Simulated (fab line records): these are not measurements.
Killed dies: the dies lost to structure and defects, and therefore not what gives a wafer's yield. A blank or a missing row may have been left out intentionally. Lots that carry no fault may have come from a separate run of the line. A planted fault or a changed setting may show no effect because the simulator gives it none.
Which tool is to blame? + flow sky130 + 13 lots, 39 wafers sampled, at 4 steps of a route of 708

## WHAT THE GAUGES SHOWED, per wafer
SKY_METAL1_OVL_MEAS_16. Usual: METAL1_OVL -2 nm, standard deviation 6.2.
| lot  | measured     | on         | METAL1_OVL (nm) | flag |
|------|--------------|------------|-----------------|------|
| L445 | day 33 02:48 | overlay-01 | 4 5 -13         |      |
| L446 | day 33 08:05 | overlay-01 | -3 2 5          |      |
| L449 | day 34 10:20 | overlay-02 | -3 11 -2        |      |
| L450 | day 34 12:34 | overlay-01 | -9 -15 -13      |      |
| L451 | day 34 22:26 | overlay-02 | -3 2 2          |      |
| L452 | day 35 15:56 | overlay-01 | -2 -2 -5        |      |
| L454 | day 36 05:20 | overlay-02 | -3 4 3          |      |
| L455 | day 36 10:16 | overlay-02 | -1 -2 2         |      |
| L462 | day 38 11:55 | overlay-02 | 7 13 5          |      |
| L461 | day 38 12:29 | overlay-02 | 5 4 5           |      |
| L463 | day 38 15:28 | overlay-02 | 9 6 5           |      |
| L464 | day 39 03:38 | overlay-01 | -6 -6 -7        |      |
| L466 | day 39 22:35 | overlay-01 | -14 -15 -12     |      |

SKY_VIA1_CD_MEAS_12: target cd 150 nm. Usual: 149.3 nm for cd_nm, sd 1.5.
| lot  | measured     | on        | cd_nm (nm)        | flag |
|------|--------------|-----------|-------------------|------|
| L445 | day 34 06:53 | cd_sem-02 | 149.1 149.6 149.8 |      |
| L446 | day 34 12:02 | cd_sem-02 | 149.4 148.8 149.9 |      |
| L449 | day 35 12:57 | cd_sem-02 | 150.5 147.7 149.9 |      |
| L450 | day 35 15:11 | cd_sem-02 | 149.5 148.3 150.4 |      |
| L451 | day 36 01:13 | cd_sem-02 | 146.8 146.6 147.3 |      |
| L452 | day 36 19:35 | cd_sem-01 | 147.8 148.0 149.0 |      |
| L454 | day 37 08:28 | cd_sem-02 | 150.4 150.6 148.9 |      |
| L455 | day 37 13:02 | cd_sem-02 | 149.9 148.0 148.9 |      |
| L462 | day 39 13:44 | cd_sem-02 | 149.7 149.5 149.0 |      |
| L461 | day 39 14:33 | cd_sem-02 | 169.2 66.0 75.5   | OFF  |
| L463 | day 39 17:50 | cd_sem-01 | 150.3 152.3 150.5 |      |
| L464 | day 40 05:34 | cd_sem-01 | 148.6 148.6 149.2 |      |
| L466 | day 41 00:33 | cd_sem-02 | 148.4 148.1 146.2 |      |

SKY_VIA1_OVL_MEAS_13. Usual: VIA1_OVL -3 nm, standard deviation 5.1.
| lot  | measured     | on         | VIA1_OVL (nm) | flag |
|------|--------------|------------|---------------|------|
| L445 | day 34 07:01 | overlay-01 | -1 2 2        |      |
| L446 | day 34 12:09 | overlay-01 | 6 4 3         |      |
| L449 | day 35 13:02 | overlay-02 | -8 -9 -11     |      |
| L450 | day 35 15:19 | overlay-02 | 4 0 3         |      |
| L451 | day 36 01:19 | overlay-02 | -8 -2 -3      |      |
| L452 | day 36 19:42 | overlay-02 | -2 -3 -7      |      |
| L454 | day 37 08:32 | overlay-01 | -11 -6 -3     |      |
| L455 | day 37 13:07 | overlay-02 | -5 -11 -4     |      |
| L462 | day 39 13:51 | overlay-02 | -1 -3 -3      |      |
| L461 | day 39 14:40 | overlay-02 | -9 -8 -8      |      |
| L463 | day 39 17:58 | overlay-02 | -1 2 5        |      |
| L464 | day 40 05:38 | overlay-02 | -5 -8 2       |      |
| L466 | day 41 00:40 | overlay-01 | -6 -6 -7      |      |

## EACH LOT AND THE TOOL THAT RAN IT (in order: tool; ch and the chambers of the sampled wafers; start)
| lot  | SKY_VIA1_EXPOSE_09                |
|------|-----------------------------------|
| L445 | krf_scanner-02 ch 0, day 33 17:34 |
| L446 | krf_scanner-01 ch 0, day 33 22:19 |
| L449 | krf_scanner-02 ch 0, day 35 00:33 |
| L450 | krf_scanner-02 ch 0, day 35 02:38 |
| L451 | krf_scanner-01 ch 0, day 35 12:42 |
| L452 | krf_scanner-01 ch 0, day 36 07:02 |
| L454 | krf_scanner-01 ch 0, day 36 20:02 |
| L455 | krf_scanner-02 ch 0, day 37 00:39 |
| L462 | krf_scanner-01 ch 0, day 39 01:23 |
| L461 | krf_scanner-02 ch 0, day 39 02:45 |
| L463 | krf_scanner-01 ch 0, day 39 05:34 |
| L464 | krf_scanner-01 ch 0, day 39 17:33 |
| L466 | krf_scanner-01 ch 0, day 40 12:14 |
- SKY_VIA1_EXPOSE_09: exposes mask VIM, target cd 150 nm.

## WHAT THE TOOLS THEMSELVES READ (means of the sampled wafers that have a number; where no wafer has one, the mark that the record gives instead)
SKY_VIA1_EXPOSE_09. Usual: 37.82 for exposure_dose_mJ_cm2, sd 0.035.
| lot  | tool           | exposure_dose_mJ_cm2 | flag |
|------|----------------|----------------------|------|
| L445 | krf_scanner-02 | 37.82                |      |
| L446 | krf_scanner-01 | 37.80                |      |
| L449 | krf_scanner-02 | 37.86                |      |
| L450 | krf_scanner-02 | 37.81                |      |
| L451 | krf_scanner-01 | 37.77                |      |
| L452 | krf_scanner-01 | 37.83                |      |
| L454 | krf_scanner-01 | 37.83                |      |
| L455 | krf_scanner-02 | 37.83                |      |
| L462 | krf_scanner-01 | 37.80                |      |
| L461 | krf_scanner-02 | 41.83                | OFF  |
| L463 | krf_scanner-01 | 37.83                |      |
| L464 | krf_scanner-01 | 37.83                |      |
| L466 | krf_scanner-01 | 37.79                |      |

## THE ANSWER, worked out from the rows above alone
Rule: take the mean of a lot's wafers that have a number; if it is more than 3 standard deviations from the usual mean, the lot is off. A lot without any number at a reading at which 4 lots or more have one is off too. The other lots that the step has rows for count as sound. First the gauges in route order, then the tools' own readings, where a lot's mean is used as printed above. At the first step where some lot is off, the reading lying furthest off is the one used; lots without a number count as furthest.
Off, at SKY_VIA1_CD_MEAS_12 on cd_nm: L461.
If a tool, at a process step before that reading, ran all the lots that are off and no sound lot after the first of them, it fits. The gauges at SKY_VIA1_CD_MEAS_12 aren't tried: what is off there is off at SKY_VIA1_EXPOSE_09 too, on other tools, and a gauge's error can't cause that. One candidate fits, namely krf_scanner-02 at SKY_VIA1_EXPOSE_09. A fault onset in the window from L455 (day 37 00:39, its last sound lot) to L461 (day 39 02:45, its first lot off) fits.
On the lots that are off, the tool's own readings at SKY_VIA1_EXPOSE_09 differ by more than 5 times the standard deviation of the sound lots' means, which bears it out; exposure_dose_mJ_cm2 reads 41.83 there versus 37.82 on the sound lots.

## WHAT WAS PUT IN BY THE SIMULATOR
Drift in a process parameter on krf_scanner-02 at SKY_VIA1_EXPOSE_09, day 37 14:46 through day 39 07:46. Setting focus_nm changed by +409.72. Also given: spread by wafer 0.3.
Lots struck among those shown: L461. Same finding as the rule above.
